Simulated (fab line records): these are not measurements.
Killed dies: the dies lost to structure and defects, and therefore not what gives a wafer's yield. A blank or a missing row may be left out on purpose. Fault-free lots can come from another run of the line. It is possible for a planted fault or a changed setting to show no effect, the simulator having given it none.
Which tool did it? -- flow gf180mcu -- 72 wafers from 24 lots sampled at 5 of the route's 602 steps

## WHAT THE GAUGES READ, wafer by wafer
GF_M2_OVL_MEAS_15. Usual: for M2_OVL the level is 3 nm and the standard deviation is 5.5.
lot,measured,on,M2_OVL (nm),flag
L074,day 19 04:46,overlay-01,1 -4 -4,
L075,day 19 13:14,overlay-01,-2 -4 9,
L076,day 19 23:16,overlay-01,3 11 20,
L077,day 20 04:58,overlay-02,-2 0 2,
L078,day 21 00:22,overlay-02,3 -2 7,
L079,day 21 00:33,overlay-01,18 20 6,
L080,day 21 11:43,overlay-02,-1 1 4,
L081,day 21 22:22,overlay-01,8 8 5,
L082,day 22 05:25,overlay-01,2 -7 -4,
L083,day 22 13:32,overlay-01,4 14 12,
L084,day 22 20:33,overlay-01,-4 4 -3,
L085,day 23 05:01,overlay-01,7 5 -4,
L086,day 23 16:16,overlay-02,9 4 6,
L087,day 23 22:40,overlay-01,6 4 9,
L088,day 24 06:31,overlay-02,8 2 5,
L089,day 25 04:11,overlay-02,4 1 1,
L090,day 25 06:43,overlay-01,-7 -2 -4,
L091,day 25 21:06,overlay-01,9 9 4,
L092,day 25 21:27,overlay-02,8 0 8,
L093,day 26 11:23,overlay-01,1 1 0,
L094,day 26 13:07,overlay-01,2 13 8,
L095,day 26 19:54,overlay-01,0 2 2,
L096,day 26 23:43,overlay-01,-2 -3 2,
L097,day 27 10:25,overlay-01,3 1 3,

GF_V2_THK_MEAS_03. Usual: for V2_CVD_02_THK the level is 852 nm and the standard deviation is 10.
lot,measured,on,V2_CVD_02_THK (nm),flag
L074,day 19 05:40,film_metro-03,850 854 863,
L075,day 19 14:08,film_metro-01,849 854 853,
L076,day 20 00:10,film_metro-03,854 839 850,
L077,day 20 05:52,film_metro-01,841 860 866,
L078,day 21 01:16,film_metro-03,852 857 856,
L079,day 21 01:30,film_metro-04,849 859 865,
L080,day 21 12:38,film_metro-04,838 854 851,
L081,day 21 23:16,film_metro-03,843 841 859,
L082,day 22 06:19,film_metro-04,839 865 847,
L083,day 22 14:26,film_metro-01,845 854 849,
L084,day 22 21:27,film_metro-01,844 865 863,
L085,day 23 05:57,film_metro-01,842 858 858,
L086,day 23 17:11,film_metro-01,851 847 855,
L087,day 23 23:44,film_metro-04,849 849 849,
L088,day 24 07:26,film_metro-03,848 852 850,
L089,day 25 05:13,film_metro-01,850 864 870,
L090,day 25 07:38,film_metro-04,839 859 856,
L091,day 25 22:00,film_metro-01,860 848 867,
L092,day 25 22:23,film_metro-04,835 847 862,
L093,day 26 12:19,film_metro-03,853 843 872,
L094,day 26 14:03,film_metro-04,844 841 855,
L095,day 26 20:49,film_metro-03,842 855 841,
L096,day 27 00:38,film_metro-01,840 862 864,
L097,day 27 11:24,film_metro-04,844 845 855,

GF_M3_OVL_MEAS_15. Usual: for M3_OVL the level is 4 nm and the standard deviation is 4.8.
lot,measured,on,M3_OVL (nm),flag
L074,day 21 09:28,overlay-02,10 14 12,
L075,day 21 16:26,overlay-02,0 8 8,
L076,day 22 02:57,overlay-01,-4 10 4,
L077,day 22 07:51,overlay-01,-1 0 -2,
L078,day 23 01:55,overlay-01,4 8 3,
L079,day 23 02:00,overlay-01,2 -9 5,
L080,day 23 12:21,overlay-02,-2 -2 2,
L081,day 23 23:39,overlay-01,9 7 6,
L082,day 24 06:00,overlay-01,4 3 -3,
L083,day 24 13:27,overlay-01,0 1 3,
L084,day 24 20:24,overlay-02,8 6 5,
L085,day 25 05:31,overlay-02,3 10 5,
L086,day 25 15:15,overlay-02,-2 0 -1,
L087,day 25 20:45,overlay-01,6 5 7,
L088,day 26 05:07,overlay-01,0 3 0,
L089,day 27 01:55,overlay-01,-3 3 4,
L090,day 27 03:34,overlay-01,11 1 1,
L091,day 27 17:09,overlay-01,2 1 7,
L092,day 27 17:43,overlay-01,16 15 7,
L093,day 28 06:14,overlay-01,13 11 5,
L094,day 28 08:16,overlay-01,6 10 9,
L095,day 28 15:19,overlay-02,1 0 1,
L096,day 28 18:07,overlay-01,13 6 2,
L097,day 29 03:58,overlay-02,7 9 2,

GF_MIM_RS_MEAS_10: a four-point-probe measurement. Usual: for MIM_ALCU_RS the level is 0.1616 ohm/sq and the standard deviation is 0.0014.
lot,measured,on,MIM_ALCU_RS (ohm/sq),flag
L074,day 24 13:11,film_metro-04,0.1626 0.1586 0.1596,
L075,day 24 18:51,film_metro-03,0.1630 0.1627 0.1621,
L076,day 25 03:49,film_metro-03,0.1633 0.1625 0.1623,
L077,day 25 09:28,film_metro-03,0.1604 0.1613 0.1623,
L078,day 26 01:34,film_metro-03,0.1628 0.1611 0.1622,
L079,day 26 01:59,film_metro-02,0.1612 0.1629 0.1627,
L080,day 26 10:37,film_metro-02,0.1574 0.1622 0.1591,
L081,day 27 00:28,film_metro-04,0.1634 0.1607 0.1616,
L082,day 27 03:25,film_metro-04,0.1628 0.1623 0.1626,
L083,day 27 10:13,film_metro-04,0.1612 0.1621 0.1634,
L084,day 27 17:32,film_metro-02,0.1620 0.1601 0.1619,
L085,day 28 01:22,film_metro-03,0.1599 0.1599 0.1621,
L086,day 28 15:11,film_metro-03,0.1622 0.1611 0.1611,
L087,day 28 15:16,film_metro-02,0.1630 0.1600 0.1622,
L088,day 28 22:46,film_metro-03,0.1618 0.1618 0.1616,
L089,day 29 19:31,film_metro-04,0.1603 0.1600 0.1623,
L090,day 29 21:29,film_metro-03,0.1589 0.1591 0.1599,
L091,day 30 08:22,film_metro-04,0.1609 0.1616 0.1618,
L092,day 30 11:10,film_metro-04,0.1617 0.1607 0.1620,
L093,day 30 20:25,film_metro-03,0.1645 0.1630 0.1627,
L094,day 30 21:56,film_metro-03,0.1609 0.1600 0.1626,
L095,day 31 05:43,film_metro-03,0.1612 0.1621 0.1617,
L096,day 31 08:51,film_metro-02,0.1619 0.1625 0.1635,
L097,day 31 15:53,film_metro-04,0.1598 0.1643 0.1629,

## WHICH TOOL RAN EACH LOT (tool, then ch and the chambers of the sampled wafers, then the start)
lot,GF_POLY_GATE_STRIP_14
L074,"plasma_asher-01 ch 0,1, day 9 07:31"
L075,"plasma_asher-02 ch 0,1, day 9 13:26"
L076,"plasma_asher-02 ch 0,1, day 9 19:45"
L077,"plasma_asher-02 ch 0,1, day 10 02:31"
L078,"plasma_asher-01 ch 0,1, day 10 12:31"
L079,"plasma_asher-01 ch 0,1, day 10 17:04"
L080,"plasma_asher-04 ch 0,1, day 11 02:17"
L081,"plasma_asher-04 ch 0,1, day 11 08:28"
L082,"plasma_asher-04 ch 0,1, day 11 16:22"
L083,"plasma_asher-04 ch 0,1, day 11 22:59"
L084,"plasma_asher-02 ch 0,1, day 12 05:06"
L085,"plasma_asher-01 ch 0,1, day 12 10:30"
L086,"plasma_asher-04 ch 0,1, day 12 19:12"
L087,"plasma_asher-04 ch 0,1, day 13 01:03"
L088,"plasma_asher-01 ch 0,1, day 13 12:18"
L089,"plasma_asher-02 ch 0,1, day 13 22:35"
L090,"plasma_asher-04 ch 0,1, day 14 01:47"
L091,"plasma_asher-02 ch 0,1, day 14 13:37"
L092,"plasma_asher-04 ch 0,1, day 14 19:04"
L093,"plasma_asher-02 ch 0, day 15 09:49"
L094,"plasma_asher-04 ch 0,1, day 15 09:55"
L095,"plasma_asher-01 ch 0,1, day 15 19:06"
L096,"plasma_asher-04 ch 0,1, day 15 19:09"
L097,"plasma_asher-01 ch 0,1, day 16 08:49"
- GF_POLY_GATE_STRIP_14: strips in O2/N2.

## AS READ BY THE TOOLS THEMSELVES (means over the sampled wafers that have a number; for cases with no such wafer, the mark the record gives instead)
GF_POLY_GATE_STRIP_14. Usual: chamber_pressure_mTorr 1500.1 mTorr, standard deviation 1.2; drypump_motor_current_A 5.96 A, standard deviation 0.29; heater_power_w 332 W, standard deviation 23; o2_flow_sccm 3001 sccm, standard deviation 7.4; oes_product_au 0.505 a.u., standard deviation 0.0047.
lot,tool,chamber_pressure_mTorr (mTorr),drypump_motor_current_A (A),heater_power_w (W),o2_flow_sccm (sccm),oes_product_au (a.u.),flag
L074,plasma_asher-01,1499.9,5.69,320,2994,0.500,
L075,plasma_asher-02,1499.1,6.19,329,2992,0.502,
L076,plasma_asher-02,1500.2,6.21,336,3002,0.500,
L077,plasma_asher-02,1499.8,6.22,334,2997,0.506,
L078,plasma_asher-01,1499.4,5.56,345,3002,0.507,
L079,plasma_asher-01,1499.9,5.55,342,3001,0.503,
L080,plasma_asher-04,1500.2,6.09,327,2995,0.498,
L081,plasma_asher-04,1500.4,6.08,324,3001,0.498,
L082,plasma_asher-04,1499.2,6.08,327,2994,0.507,
L083,plasma_asher-04,1499.0,5.97,337,3009,0.510,
L084,plasma_asher-02,1500.0,6.22,339,2999,0.502,
L085,plasma_asher-01,1500.7,5.69,316,2999,0.507,
L086,plasma_asher-04,1500.1,5.96,335,3000,0.502,
L087,plasma_asher-04,1499.8,6.09,325,2993,0.510,
L088,plasma_asher-01,1500.9,5.57,342,3010,0.506,
L089,plasma_asher-02,1499.5,6.20,331,2998,0.504,
L090,plasma_asher-04,1498.9,5.98,332,3001,0.502,
L091,plasma_asher-02,1500.4,6.16,332,3003,0.501,
L092,plasma_asher-04,1500.3,6.08,323,3006,0.507,
L093,plasma_asher-02,1499.7,6.28,339,3005,0.503,
L094,plasma_asher-04,1499.3,6.10,328,3005,0.505,
L095,plasma_asher-01,1501.6,5.70,319,2999,0.509,
L096,plasma_asher-04,1499.7,5.96,340,3004,0.504,
L097,plasma_asher-01,1501.8,5.69,321,3004,0.509,

## THE ANSWER, worked out from the rows above alone
Rule: lot off if the mean of its wafers having a number is beyond 3 standard deviations from the usual mean. Also off: a lot with no number at a reading for which 4 or more lots have one. Where the step has rows for the other lots, those lots are counted as sound. The gauges are gone through in route order, then the tools' own readings, and for those a lot's mean is taken as printed above. At the first step where some lot is off, the reading lying furthest off is the one used; lots without a number count as furthest.
No lot is off on any of the readings shown, so nothing can be concluded from this.

## WHAT WAS PUT IN BY THE SIMULATOR
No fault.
